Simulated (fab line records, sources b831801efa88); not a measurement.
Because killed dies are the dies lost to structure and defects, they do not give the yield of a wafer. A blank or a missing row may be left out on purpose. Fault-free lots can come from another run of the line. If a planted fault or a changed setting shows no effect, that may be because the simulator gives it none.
Which tool was responsible? / flow sky130 / 15 lots with 45 wafers sampled at 2 steps, on a route of 708 steps

WHAT EACH GAUGE READ, for each wafer
The record lacks any reading of a measuring or inspecting step that a usual standard deviation could be used to judge.

TOOL THAT RAN EACH LOT (tool first, then ch and the chambers of the sampled wafers, then the start)
lot=L798; SKY_SD_P_STRIP_10=plasma asher-02 ch 0,1, day 25 07:34; SKY_PAD_OPEN_PROBE_99=-
lot=L799; SKY_SD_P_STRIP_10=plasma asher-03 ch 0,1, day 25 17:29; SKY_PAD_OPEN_PROBE_99=-
lot=L802; SKY_SD_P_STRIP_10=plasma asher-03 ch 0,1, day 27 05:29; SKY_PAD_OPEN_PROBE_99=-
lot=L805; SKY_SD_P_STRIP_10=plasma asher-03 ch 0,1, day 27 22:20; SKY_PAD_OPEN_PROBE_99=prober-02, day 47 14:19
lot=L806; SKY_SD_P_STRIP_10=plasma asher-03 ch 0,1, day 28 10:28; SKY_PAD_OPEN_PROBE_99=prober-01, day 47 21:26
lot=L807; SKY_SD_P_STRIP_10=plasma asher-03 ch 0,1, day 28 19:23; SKY_PAD_OPEN_PROBE_99=prober-02, day 48 02:31
lot=L812; SKY_SD_P_STRIP_10=plasma asher-01 ch 0,1, day 31 01:32; SKY_PAD_OPEN_PROBE_99=-
lot=L814; SKY_SD_P_STRIP_10=plasma asher-01 ch 0,1, day 31 05:49; SKY_PAD_OPEN_PROBE_99=-
lot=L813; SKY_SD_P_STRIP_10=plasma asher-02 ch 0,1, day 31 07:23; SKY_PAD_OPEN_PROBE_99=-
lot=L816; SKY_SD_P_STRIP_10=plasma asher-02 ch 0,1, day 31 22:14; SKY_PAD_OPEN_PROBE_99=-
lot=L815; SKY_SD_P_STRIP_10=plasma asher-01 ch 0, day 32 02:17; SKY_PAD_OPEN_PROBE_99=-
lot=L817; SKY_SD_P_STRIP_10=plasma asher-03 ch 0,1, day 32 10:19; SKY_PAD_OPEN_PROBE_99=prober-01, day 50 11:43
lot=L818; SKY_SD_P_STRIP_10=plasma asher-03 ch 0,1, day 32 12:38; SKY_PAD_OPEN_PROBE_99=-
lot=L819; SKY_SD_P_STRIP_10=plasma asher-02 ch 0,1, day 32 18:43; SKY_PAD_OPEN_PROBE_99=-
lot=L821; SKY_SD_P_STRIP_10=plasma asher-01 ch 0,1, day 33 04:22; SKY_PAD_OPEN_PROBE_99=-
- SKY_SD_P_STRIP_10: strips in O2/N2.
- SKY_PAD_OPEN_PROBE_99

WHAT THE TOOLS THEMSELVES READ (means of the sampled wafers that have a number; where no wafer has one, the mark that the record gives instead)
SKY_SD_P_STRIP_10.
lot=L798; tool=plasma asher-02; chamber pressure mTorr (mTorr)=1498.7; drypump motor current A (A)=5.6; oes product au (a.u.)=0.617; strip time to endpoint s (s)=17.53
lot=L799; tool=plasma asher-03; chamber pressure mTorr (mTorr)=1500.3; drypump motor current A (A)=6.0; oes product au (a.u.)=0.617; strip time to endpoint s (s)=17.49
lot=L802; tool=plasma asher-03; chamber pressure mTorr (mTorr)=1499.8; drypump motor current A (A)=6.3; oes product au (a.u.)=0.618; strip time to endpoint s (s)=17.57
lot=L805; tool=plasma asher-03; chamber pressure mTorr (mTorr)=1500.7; drypump motor current A (A)=6.3; oes product au (a.u.)=0.614; strip time to endpoint s (s)=17.53
lot=L806; tool=plasma asher-03; chamber pressure mTorr (mTorr)=1500.1; drypump motor current A (A)=6.3; oes product au (a.u.)=0.618; strip time to endpoint s (s)=17.53
lot=L807; tool=plasma asher-03; chamber pressure mTorr (mTorr)=1501.1; drypump motor current A (A)=6.3; oes product au (a.u.)=0.615; strip time to endpoint s (s)=17.54
lot=L812; tool=plasma asher-01; chamber pressure mTorr (mTorr)=1499.8; drypump motor current A (A)=5.3; oes product au (a.u.)=0.621; strip time to endpoint s (s)=17.47
lot=L814; tool=plasma asher-01; chamber pressure mTorr (mTorr)=1499.9; drypump motor current A (A)=5.3; oes product au (a.u.)=0.618; strip time to endpoint s (s)=17.53
lot=L813; tool=plasma asher-02; chamber pressure mTorr (mTorr)=1500.7; drypump motor current A (A)=5.6; oes product au (a.u.)=0.618; strip time to endpoint s (s)=17.53
lot=L816; tool=plasma asher-02; chamber pressure mTorr (mTorr)=1499.2; drypump motor current A (A)=5.8; oes product au (a.u.)=0.618; strip time to endpoint s (s)=17.50
lot=L815; tool=plasma asher-01; chamber pressure mTorr (mTorr)=1500.8; drypump motor current A (A)=5.1; oes product au (a.u.)=0.616; strip time to endpoint s (s)=17.47
lot=L817; tool=plasma asher-03; chamber pressure mTorr (mTorr)=1500.0; drypump motor current A (A)=6.3; oes product au (a.u.)=0.619; strip time to endpoint s (s)=17.50
lot=L818; tool=plasma asher-03; chamber pressure mTorr (mTorr)=1499.5; drypump motor current A (A)=6.0; oes product au (a.u.)=0.618; strip time to endpoint s (s)=17.47
lot=L819; tool=plasma asher-02; chamber pressure mTorr (mTorr)=1499.2; drypump motor current A (A)=5.6; oes product au (a.u.)=0.619; strip time to endpoint s (s)=17.48
lot=L821; tool=plasma asher-01; chamber pressure mTorr (mTorr)=1500.0; drypump motor current A (A)=5.5; oes product au (a.u.)=0.617; strip time to endpoint s (s)=17.52

SKY_PAD_OPEN_PROBE_99.
lot=L805; tool=prober-02; killed_at_M0_to_M3=39; killed_at_M4_up=2.0; killed at contacts=22; killed at front end=30; killed at other=0.0; killed dies=92; killed on rim=21; killed open=39; killed short=37
lot=L806; tool=prober-01; killed_at_M0_to_M3=44; killed_at_M4_up=4.7; killed at contacts=28; killed at front end=24; killed at other=0.3; killed dies=101; killed on rim=18; killed open=43; killed short=44
lot=L807; tool=prober-02; killed_at_M0_to_M3=40; killed_at_M4_up=4.7; killed at contacts=23; killed at front end=25; killed at other=0.7; killed dies=93; killed on rim=19; killed open=42; killed short=38
lot=L817; tool=prober-01; killed_at_M0_to_M3=41; killed_at_M4_up=2.3; killed at contacts=22; killed at front end=17; killed at other=1.0; killed dies=83; killed on rim=15; killed open=45; killed short=38

THE ANSWER, worked out from the rows above alone
Rule: the usual values come from the lots themselves. The widest of any qualifying gaps counts: lots, ordered by their means at a reading, are off when they make up no more than a third of the lots, leave a main group of 4 or more, and stand apart from it by 3 or more times the standard deviation of that group's means. A main group is skipped when, at the precision printed for the reading in the tables above, its means are all equal. A lot without any number at a reading at which 4 lots or more have one is off too. The other lots that the step has rows for count as sound. Order of review: gauges by route order, followed by the tools' own readings, for which a lot's mean as printed above is used. At the first step where some lot is off, the reading lying furthest off is the one used; lots without a number count as furthest.
None of the lots is off at any reading shown; this tells nothing.

WHAT THE SIMULATOR HAD INSERTED
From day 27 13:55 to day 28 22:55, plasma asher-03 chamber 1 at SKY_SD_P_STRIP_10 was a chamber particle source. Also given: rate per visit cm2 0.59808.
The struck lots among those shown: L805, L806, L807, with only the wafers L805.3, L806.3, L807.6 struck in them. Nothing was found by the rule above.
